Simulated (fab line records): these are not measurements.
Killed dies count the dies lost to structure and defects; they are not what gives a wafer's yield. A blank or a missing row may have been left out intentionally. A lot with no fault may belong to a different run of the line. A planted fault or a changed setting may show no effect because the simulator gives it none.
fab line records | flow sky130
record: lots: 13 | wafers: 39 | lastDay: 50
route steps=708 shown POLY_GATE@228 LDD_N@244 LDD_HVN@271
lots that met no fault: taken from a fault-free run of the same line
startH: the number of hours between the record's first day and the start of the first shown wafer of the lot | waitH: hours elapsed since this lot's preceding step | " unchanged from the row above | L1.1+2: several wafers, shown together as one row | - no value, or no start was given | * or withheld: withheld | < > ~ a bound
route shown NAME@n: a module of which the file shows steps, and the number in the route of the first | usual: the fault-free wafers' mean and standard deviation | same: alike in all rows | chamber/n: place in a boat | sites: the reading at each site | _std_site: their standard deviation | _edge_site: outer sites' mean less inner sites' | radiusMm: how far each site lies from the wafer's centre | mask NAME#n: copy n | behind: the last tool/chamber to shape the wafer | hold: cause of the lot's hold/its duration in hours/its outcome | device: transistor that didn't switch, given as n, p or np | end of line: the route-end tests of the same wafers | a step without rows: its recipe alone | killed: dies that structure and defects cost at the first sort, which is not the same as the wafer's yield | map: dies across one wafer; x = killed, . = not, _ = none there
set.NAME: the setting as run; set.NAME@STEP: as run at that earlier step | model.NAME: the simulator's own value behind a step, which no gauge read
route steps across a sampled set of lots; one table per step, one row per wafer
services: a tool's chamber out of use, with start hour (startH, from the record's first day; less than 0 if before it), hours out, and reason
== steps ==
step: SKY_POLY_GATE_OVL_MEAS_14
usual: POLY_GATE_OVL: -2/6.5
lot.wafer | tool       | chamber | startH | waitH | POLY_GATE_OVL[nm]
L759.2    | overlay-01 | -       | 365.83 | 0.1   | 15
L759.4    | "          | -       | "      | "     | 5
L759.6    | "          | -       | "      | "     | 11
L761.3    | overlay-02 | -       | 391.55 | 0.1   | -7
L761.4    | "          | -       | "      | "     | 3
L761.6    | "          | -       | "      | "     | 4
L762.2    | overlay-02 | -       | 400.79 | 0.1   | 3
L762.3    | "          | -       | "      | "     | -1
L762.6    | "          | -       | "      | "     | -1
L763.1    | overlay-02 | -       | 401.63 | 0.1   | -9
L763.5    | "          | -       | "      | "     | -13
L763.6    | "          | -       | "      | "     | -7
L764.1    | overlay-02 | -       | 412.18 | 0.1   | -1
L764.2    | "          | -       | "      | "     | 9
L764.3    | "          | -       | "      | "     | -3
L769.1    | overlay-02 | -       | 488.13 | 0.1   | -1
L769.2    | "          | -       | "      | "     | -8
L769.5    | "          | -       | "      | "     | 3
L772.1    | overlay-02 | -       | 491.31 | 0.1   | -5
L772.3    | "          | -       | "      | "     | -4
L772.4    | "          | -       | "      | "     | -12
L771.2    | overlay-02 | -       | 494.63 | 0.1   | -12
L771.5    | "          | -       | "      | "     | -11
L771.6    | "          | -       | "      | "     | -18
L777.2    | overlay-02 | -       | 523.33 | 0.1   | 9
L777.3    | "          | -       | "      | "     | 1
L777.5    | "          | -       | "      | "     | 4
L776.1    | overlay-02 | -       | 524.28 | 0.1   | 4
L776.5    | "          | -       | "      | "     | 0
L776.6    | "          | -       | "      | "     | 0
L778.1    | overlay-01 | -       | 533.93 | 0.1   | -4
L778.2    | "          | -       | "      | "     | -8
L778.4    | "          | -       | "      | "     | -6
L779.2    | overlay-01 | -       | 542.43 | 0.1   | 2
L779.4    | "          | -       | "      | "     | 2
L779.6    | "          | -       | "      | "     | 4
L781.2    | overlay-02 | -       | 562.18 | 0.1   | -1
L781.4    | "          | -       | "      | "     | 6
L781.5    | "          | -       | "      | "     | 0
step: SKY_POLY_GATE_ETCH_16
recipe: stopOn: poly-Si | chemistry: CH3F/O2 | target: Si3N4 | sourceW: 400 | biasW: 80 | pressureMtorr: 25 | ch3fFlowSccm: 40 | O2_flow_sccm: 30 | timeS: 147.5 | targetDepthA: 750
usual: drypumpMotorCurrentA: 5.8/0.45 | oesProductAu: 0.639/0.0056 | throttleValvePct: 10.535/0.0089
lot.wafer | tool       | chamber | startH | waitH | drypumpMotorCurrentA | oesProductAu | rfHoursCounterH | throttleValvePct
L759.2    | rieDiel-02 | 1       | 365.95 | 0.0   | 4.8                  | 0.641        | 69              | 10.534
L759.4    | "          | 3       | "      | "     | 5.9                  | 0.640        | 109             | 10.540
L759.6    | "          | 3       | "      | "     | 5.9                  | 0.638        | -               | 10.536
L761.3    | rieDiel-03 | 0       | 391.66 | 0.0   | 5.9                  | 0.633        | 2               | 10.529
L761.4    | "          | 1       | "      | "     | 5.4                  | 0.625        | 1               | 10.525
L761.6    | "          | 0       | "      | "     | 5.9                  | 0.642        | -               | 10.538
L762.2    | rieDiel-01 | 0       | 400.91 | 0.0   | 6.1                  | 0.638        | 13              | 10.541
L762.3    | "          | 2       | "      | "     | 5.7                  | 0.639        | 8               | 10.536
L762.6    | "          | 1       | "      | "     | 5.4                  | 0.641        | -               | 10.536
L763.1    | rieDiel-02 | 1       | 401.75 | 0.0   | 4.8                  | 0.655        | 70              | 10.537
L763.5    | "          | 0       | "      | "     | 6.3                  | 0.639        | -               | 10.535
L763.6    | "          | 2       | "      | "     | 6.0                  | 0.644        | -               | 10.539
L764.1    | rieDiel-02 | 1       | 412.30 | 0.0   | 4.8                  | 0.646        | 70              | 10.519
L764.2    | "          | 0       | "      | "     | 6.3                  | 0.636        | 2               | 10.540
L764.3    | "          | 2       | "      | "     | 6.0                  | 0.634        | 1               | 10.518
L769.1    | rieDiel-02 | 0       | 488.24 | 0.0   | 6.3                  | 0.647        | 3               | 10.530
L769.2    | "          | 1       | "      | "     | 4.8                  | 0.639        | 71              | 10.531
L769.5    | "          | 0       | "      | "     | 6.3                  | 0.634        | -               | 10.533
L772.1    | rieDiel-02 | 2       | 491.43 | 0.0   | 6.0                  | 0.642        | 3               | 10.528
L772.3    | "          | 3       | "      | "     | 5.9                  | 0.642        | 1               | 10.525
L772.4    | "          | 1       | "      | "     | 4.8                  | 0.642        | 72              | 10.545
L771.2    | rieDiel-01 | 2       | 494.75 | 0.0   | 5.6                  | 0.634        | 10              | 10.535
L771.5    | "          | 0       | "      | "     | 6.1                  | 0.640        | -               | 10.543
L771.6    | "          | 1       | "      | "     | 5.4                  | 0.628        | -               | 10.526
L777.2    | rieDiel-02 | 2       | 523.45 | 0.0   | 6.0                  | 0.643        | 3               | 10.525
L777.3    | "          | 3       | "      | "     | 5.9                  | 0.641        | 2               | 10.529
L777.5    | "          | 1       | "      | "     | 4.8                  | 0.636        | -               | 10.530
L776.1    | rieDiel-01 | 3       | 524.40 | 0.0   | 6.0                  | 0.644        | 75              | 10.533
L776.5    | "          | 1       | "      | "     | 5.4                  | 0.644        | -               | 10.529
L776.6    | "          | 2       | "      | "     | 5.7                  | 0.645        | -               | 10.548
L778.1    | rieDiel-02 | 2       | 534.05 | 0.0   | 6.0                  | 0.637        | 4               | 10.528
L778.2    | "          | 3       | "      | "     | 5.9                  | 0.646        | 2               | 10.529
L778.4    | "          | 0       | "      | "     | 6.3                  | 0.647        | 5               | 10.526
L779.2    | rieDiel-02 | 3       | 542.55 | 0.0   | 5.9                  | 0.639        | 2               | 10.551
L779.4    | "          | 2       | "      | "     | 6.0                  | 0.640        | 4               | 10.533
L779.6    | "          | 3       | "      | "     | 5.8                  | 0.638        | -               | 10.526
L781.2    | rieDiel-03 | 0       | 562.30 | 0.0   | 5.9                  | 0.644        | 5               | 10.546
L781.4    | "          | 3       | "      | "     | 6.3                  | 0.630        | 7               | 10.536
L781.5    | "          | 3       | "      | "     | 6.4                  | 0.640        | -               | 10.536
step: SKY_LDD_N_OVL_MEAS_07
usual: LDD_N_OVL: 0.0/1.3
lot.wafer | tool       | chamber | startH | waitH | LDD_N_OVL[nm]
L759.2    | overlay-01 | -       | 398.06 | 0.1   | -0.4
L759.4    | "          | -       | "      | "     | -1.1
L759.6    | "          | -       | "      | "     | -1.1
L761.3    | overlay-02 | -       | 424.00 | 0.1   | 0.0
L761.4    | "          | -       | "      | "     | 1.1
L761.6    | "          | -       | "      | "     | 1.4
L762.2    | overlay-01 | -       | 437.06 | 0.1   | 0.3
L762.3    | "          | -       | "      | "     | -1.1
L762.6    | "          | -       | "      | "     | 0.8
L763.1    | overlay-02 | -       | 437.36 | 0.1   | 0.8
L763.5    | "          | -       | "      | "     | -1.1
L763.6    | "          | -       | "      | "     | 0.6
L764.1    | overlay-02 | -       | 449.19 | 0.1   | 0.8
L764.2    | "          | -       | "      | "     | -1.8
L764.3    | "          | -       | "      | "     | 0.0
L769.1    | overlay-01 | -       | 520.71 | 0.1   | -1.2
L769.2    | "          | -       | "      | "     | -1.0
L769.5    | "          | -       | "      | "     | -3.0
L772.1    | overlay-02 | -       | 527.11 | 0.1   | -2.2
L772.3    | "          | -       | "      | "     | -1.5
L772.4    | "          | -       | "      | "     | -3.8
L771.2    | overlay-01 | -       | 527.54 | 0.1   | 1.2
L771.5    | "          | -       | "      | "     | 1.0
L771.6    | "          | -       | "      | "     | 0.2
L777.2    | overlay-01 | -       | 555.46 | 0.1   | 0.7
L777.3    | "          | -       | "      | "     | 1.3
L777.5    | "          | -       | "      | "     | -0.7
L776.1    | overlay-02 | -       | 556.01 | 0.1   | 2.6
L776.5    | "          | -       | "      | "     | 2.1
L776.6    | "          | -       | "      | "     | 1.3
L778.1    | overlay-01 | -       | 565.76 | 0.1   | -0.5
L778.2    | "          | -       | "      | "     | -2.3
L778.4    | "          | -       | "      | "     | -2.3
L779.2    | overlay-02 | -       | 574.61 | 0.1   | -1.1
L779.4    | "          | -       | "      | "     | -0.6
L779.6    | "          | -       | "      | "     | -0.8
L781.2    | overlay-01 | -       | 593.06 | 0.1   | -0.5
L781.4    | "          | -       | "      | "     | 1.1
L781.5    | "          | -       | "      | "     | 0.7
step: SKY_LDD_HVN_EXPOSE_04
recipe: maskId: HVNTM | na: 0.6 | sourceShape: conventional | sigmaOuter: 0.6 | polarization: unpolarized | targetCdNm: 700 | doseMj: 127
usual: reticleTempC: 23.03/0.12
lot.wafer | tool            | chamber | startH | waitH | mask    | reticleTempC
L759.2    | ilineStepper-02 | 0       | 444.15 | -     | HVNTM#0 | 22.97
L759.4    | "               | 0       | "      | "     | HVNTM#0 | 23.06
L759.6    | "               | 0       | "      | "     | HVNTM#0 | 23.13
L761.3    | ilineStepper-02 | 0       | 470.15 | -     | HVNTM#0 | 23.11
L761.4    | "               | 0       | "      | "     | HVNTM#0 | 23.09
L761.6    | "               | 0       | "      | "     | HVNTM#0 | 22.97
L762.2    | ilineStepper-01 | 0       | 483.71 | -     | HVNTM#0 | 23.03
L762.3    | "               | 0       | "      | "     | HVNTM#0 | 22.92
L762.6    | "               | 0       | "      | "     | HVNTM#0 | 23.11
L763.1    | ilineStepper-02 | 0       | 484.01 | -     | HVNTM#0 | 22.85
L763.5    | "               | 0       | "      | "     | HVNTM#0 | 23.04
L763.6    | "               | 0       | "      | "     | HVNTM#0 | 22.98
L764.1    | ilineStepper-01 | 0       | 496.91 | -     | HVNTM#0 | 22.83
L764.2    | "               | 0       | "      | "     | HVNTM#0 | 23.03
L764.3    | "               | 0       | "      | "     | HVNTM#0 | 22.98
L769.1    | ilineStepper-02 | 0       | 567.36 | -     | PSDM#0  | 23.19
L769.2    | "               | 0       | "      | "     | PSDM#0  | 23.07
L769.5    | "               | 0       | "      | "     | PSDM#0  | 23.13
L772.1    | ilineStepper-02 | 0       | 573.08 | -     | HVNTM#0 | 23.00
L772.3    | "               | 0       | "      | "     | HVNTM#0 | 22.91
L772.4    | "               | 0       | "      | "     | HVNTM#0 | 22.83
L771.2    | ilineStepper-01 | 0       | 573.83 | -     | HVNTM#0 | 23.15
L771.5    | "               | 0       | "      | "     | HVNTM#0 | 23.10
L771.6    | "               | 0       | "      | "     | HVNTM#0 | 23.19
L777.2    | ilineStepper-02 | 0       | 601.98 | -     | HVNTM#0 | 22.73
L777.3    | "               | 0       | "      | "     | HVNTM#0 | 22.87
L777.5    | "               | 0       | "      | "     | HVNTM#0 | 23.01
L776.1    | ilineStepper-02 | 0       | 602.71 | -     | HVNTM#0 | 23.03
L776.5    | "               | 0       | "      | "     | HVNTM#0 | 23.06
L776.6    | "               | 0       | "      | "     | HVNTM#0 | 23.11
L778.1    | ilineStepper-02 | 0       | 612.06 | -     | HVNTM#0 | 23.18
L778.2    | "               | 0       | "      | "     | HVNTM#0 | 23.11
L778.4    | "               | 0       | "      | "     | HVNTM#0 | 23.15
L779.2    | ilineStepper-02 | 0       | 619.54 | -     | HVNTM#0 | 23.12
L779.4    | "               | 0       | "      | "     | HVNTM#0 | 23.10
L779.6    | "               | 0       | "      | "     | HVNTM#0 | 23.10
L781.2    | ilineStepper-02 | 0       | 638.51 | -     | HVNTM#0 | 22.92
L781.4    | "               | 0       | "      | "     | HVNTM#0 | 23.04
L781.5    | "               | 0       | "      | "     | HVNTM#0 | 23.11
step: SKY_LDD_HVN_OVL_MEAS_07
usual: LDD_HVN_OVL: 1.2/1.3
lot.wafer | tool       | chamber | startH | waitH | LDD_HVN_OVL[nm]
L759.2    | overlay-01 | -       | 458.24 | 0.1   | 2.4
L759.4    | "          | -       | "      | "     | 3.1
L759.6    | "          | -       | "      | "     | 2.5
L761.3    | overlay-02 | -       | 486.10 | 0.1   | 2.4
L761.4    | "          | -       | "      | "     | 2.2
L761.6    | "          | -       | "      | "     | 1.9
L762.2    | overlay-01 | -       | 499.41 | 0.1   | 0.8
L762.3    | "          | -       | "      | "     | 2.2
L762.6    | "          | -       | "      | "     | 0.9
L763.1    | overlay-02 | -       | 499.43 | 0.1   | 1.8
L763.5    | "          | -       | "      | "     | 1.7
L763.6    | "          | -       | "      | "     | 1.6
L764.1    | overlay-02 | -       | 512.46 | 0.1   | 2.6
L764.2    | "          | -       | "      | "     | 1.6
L764.3    | "          | -       | "      | "     | 2.8
L769.1    | overlay-02 | -       | 582.42 | 0.1   | -
L769.2    | "          | -       | "      | "     | -
L769.5    | "          | -       | "      | "     | -
L772.1    | overlay-02 | -       | 587.43 | 0.1   | -0.1
L772.3    | "          | -       | "      | "     | 2.0
L772.4    | "          | -       | "      | "     | 1.4
L771.2    | overlay-02 | -       | 588.31 | 0.1   | 0.5
L771.5    | "          | -       | "      | "     | 1.1
L771.6    | "          | -       | "      | "     | -0.2
L777.2    | overlay-01 | -       | 615.59 | 0.1   | 1.7
L777.3    | "          | -       | "      | "     | 2.0
L777.5    | "          | -       | "      | "     | 2.0
L776.1    | overlay-01 | -       | 616.68 | 0.1   | 0.9
L776.5    | "          | -       | "      | "     | 1.3
L776.6    | "          | -       | "      | "     | 0.2
L778.1    | overlay-02 | -       | 627.03 | 0.1   | 3.5
L778.2    | "          | -       | "      | "     | 2.8
L778.4    | "          | -       | "      | "     | 3.4
L779.2    | overlay-01 | -       | 634.59 | 0.1   | 1.6
L779.4    | "          | -       | "      | "     | 0.0
L779.6    | "          | -       | "      | "     | 1.5
L781.2    | overlay-01 | -       | 652.54 | 0.1   | 0.8
L781.4    | "          | -       | "      | "     | -0.9
L781.5    | "          | -       | "      | "     | 0.6
step: SKY_LDD_HVN_TW_MEAS_10
usual: LDD_HVN_TW: 1436/13
lot.wafer | tool         | chamber | startH | waitH | LDD_HVN_TW
L759.2    | filmMetro-02 | -       | 458.53 | 0.1   | 1438
L759.4    | "            | -       | "      | "     | 1436
L759.6    | "            | -       | "      | "     | 1439
L761.3    | filmMetro-04 | -       | 486.39 | 0.1   | 1453
L761.4    | "            | -       | "      | "     | 1461
L761.6    | "            | -       | "      | "     | 1451
L762.2    | filmMetro-02 | -       | 499.70 | 0.1   | 1441
L762.3    | "            | -       | "      | "     | 1439
L762.6    | "            | -       | "      | "     | 1435
L763.1    | filmMetro-01 | -       | 499.72 | 0.1   | 1416
L763.5    | "            | -       | "      | "     | 1424
L763.6    | "            | -       | "      | "     | 1415
L764.1    | filmMetro-04 | -       | 512.74 | 0.1   | 1443
L764.2    | "            | -       | "      | "     | 1456
L764.3    | "            | -       | "      | "     | 1442
L769.1    | filmMetro-04 | -       | 582.70 | 0.1   | 30
L769.2    | "            | -       | "      | "     | 30
L769.5    | "            | -       | "      | "     | 30
L772.1    | filmMetro-02 | -       | 587.72 | 0.1   | 1441
L772.3    | "            | -       | "      | "     | 1450
L772.4    | "            | -       | "      | "     | 1442
L771.2    | filmMetro-01 | -       | 588.60 | 0.1   | 1423
L771.5    | "            | -       | "      | "     | 1415
L771.6    | "            | -       | "      | "     | 1417
L777.2    | filmMetro-02 | -       | 615.88 | 0.1   | 1437
L777.3    | "            | -       | "      | "     | 1440
L777.5    | "            | -       | "      | "     | 1439
L776.1    | filmMetro-01 | -       | 616.97 | 0.1   | 1426
L776.5    | "            | -       | "      | "     | 1420
L776.6    | "            | -       | "      | "     | 1419
L778.1    | filmMetro-01 | -       | 627.32 | 0.1   | 1420
L778.2    | "            | -       | "      | "     | 1417
L778.4    | "            | -       | "      | "     | 1421
L779.2    | filmMetro-01 | -       | 634.88 | 0.1   | 1421
L779.4    | "            | -       | "      | "     | 1424
L779.6    | "            | -       | "      | "     | 1420
L781.2    | filmMetro-04 | -       | 652.83 | 0.1   | 1453
L781.4    | "            | -       | "      | "     | 1457
L781.5    | "            | -       | "      | "     | 1459
== services ==
tool            | chamber | startH | hours | kind
rieDiel-02      | 2       | 344.02 | -     | clean
rieDiel-02      | 2       | 344.02 | 16.2  | scheduledDown
rieDiel-02      | 2       | 344.02 | 16.2  | ventCycle
rieDiel-02      | 1       | 357.90 | 3.6   | repair
ilineStepper-02 | -       | 357.99 | 1.7   | pm
rieDiel-01      | -       | 392.88 | 0.9   | repair
rieDiel-01      | 0       | 393.60 | 6.6   | repair
rieDiel-01      | 0       | 431.86 | 1.2   | repair
rieDiel-03      | 3       | 437.32 | 4.1   | repair
rieDiel-01      | 3       | 439.76 | 9.4   | repair
rieDiel-01      | -       | 470.90 | 0.7   | repair
rieDiel-01      | 2       | 499.00 | 3.1   | repair
rieDiel-02      | 3       | 505.98 | 13.3  | repair
rieDiel-02      | -       | 520.69 | 0.3   | repair
ilineStepper-01 | -       | 531.01 | 2.1   | pm
ilineStepper-01 | -       | 533.09 | 1.7   | pm
rieDiel-03      | 3       | 542.32 | 1.6   | repair
rieDiel-03      | 3       | 566.23 | 4.0   | repair
ilineStepper-02 | -       | 576.17 | 1.7   | pm
rieDiel-02      | 3       | 577.31 | 2.7   | repair
rieDiel-01      | 3       | 589.79 | 15.5  | repair
rieDiel-01      | 1       | 606.37 | 4.0   | repair
rieDiel-03      | 1       | 606.72 | 4.7   | repair
rieDiel-02      | -       | 616.98 | 1.9   | repair
== key ==
firstSign: step: SKY_LDD_HVN_EXPOSE_04 | reading: mask | direction: changed
effect: step: SKY_LDD_HVN_OVL_MEAS_07 | reading: LDD_HVN_OVL | direction: missing
effect: step: SKY_LDD_HVN_TW_MEAS_10 | reading: LDD_HVN_TW | direction: down | sigmas: 99+ | usual: 1436 | struck: 30
metAt SKY_LDD_HVN_EXPOSE_04
struckLots L769
sortLeftOut L769.1,L769.2,L769.5
testerLeftOut L769
notActingAt SKY_POLY_GATE_OVL_MEAS_14,SKY_POLY_GATE_ETCH_16,SKY_LDD_N_OVL_MEAS_07
onsetBetween 484.01 567.36
fault: kind: wrongMask | tool: any | chamber: - | onsetH: 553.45 | steps: SKY_LDD_HVN_EXPOSE_04 | auxCopy: PSDM#0 | scope: struckLotsOnly
testerLeftOut: of these lots the tester's yield and bins aren't shown, on N5 and GAA mostly nor the transistor test; their killed dies are dies lost to structure and defects alone, not to doping, threshold or leakage, so they don't give the yield
sortLeftOut: the simulated sort isn't trusted on such a fault, so these wafers' sort isn't shown, and their yield isn't known
